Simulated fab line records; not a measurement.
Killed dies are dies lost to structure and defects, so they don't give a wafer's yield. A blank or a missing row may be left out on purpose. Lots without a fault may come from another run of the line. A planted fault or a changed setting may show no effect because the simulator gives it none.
2 desks, one fault | flow sky130 | every desk sees just its own numbers, and what lay behind them comes last

== TOOL OWNER'S DESK, pecvd-01 ==
The tool's own readings at SKY_PASSIVATION_CVD_00 (deposits SiO2, target thk 90 nm): means of the sampled wafers that have a number, for each lot that ran on this tool. The brackets show how far a lot's mean lies from the usual mean; more than 4 standard deviations puts the lot out of limits, marked OUT.
Columns: A = heater_power_w at SKY_PASSIVATION_CVD_00, usual 673 W; B = susceptor_temp_C at SKY_PASSIVATION_CVD_00, usual 400.00 C
lot  | first seen here | A   | B
L990 | day 45 08:52    | 789 | 400.02
L100 | day 47 21:52    | 752 | 400.04
L102 | day 48 01:59    | 695 | 400.10
This desk's verdict: no lot among the 3 shows anything out of limits.

== METROLOGY DESK ==
What the gauges read, lot by lot, whatever tool the lot ran on: means of the sampled wafers that have a number. The brackets show how far a lot's mean lies from the usual mean; more than 4 standard deviations puts the lot out of limits, marked OUT.
Columns: A = PASSIVATION_CVD_00_THK at SKY_PASSIVATION_THK_MEAS_01, usual 90.0 nm; B = PASSIVATION_CVD_02_THK at SKY_PASSIVATION_THK_MEAS_03, usual 537 nm
lot  | first seen here | A               | B
L990 | day 45 08:55    | 90.7            | 543
L998 | day 47 01:02    | 90.2            | 543
L100 | day 47 21:53    | 103.8 (+11) OUT | 538
L102 | day 48 02:00    | 104.3 (+11) OUT | 536
L105 | day 48 13:07    | 90.5            | 530
L108 | day 49 07:34    | 89.4            | 538
This desk's finding: out of limits on L100, L102; first on L100, day 47 21:53 (PASSIVATION_CVD_00_THK at SKY_PASSIVATION_THK_MEAS_01). In limits: L990, L998, L105, L108.

== BROUGHT TOGETHER ==
Metrology desk: alarm possible at day 47 21:53 on L100, L102.
The desk of the tool owner found nothing out of limits.
The tool owner's desk has L100, L102 on record, within its limits.
SKY_PASSIVATION_CVD_00 was run on pecvd-01 by each of the lots named.

== WHAT THE SIMULATOR PUT IN ==
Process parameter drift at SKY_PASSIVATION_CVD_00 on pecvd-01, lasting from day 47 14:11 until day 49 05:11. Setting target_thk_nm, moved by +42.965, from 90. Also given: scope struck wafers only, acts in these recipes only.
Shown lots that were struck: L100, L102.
Hours from the fault's start to each desk's first reading out of limits: the metrology desk, 8.
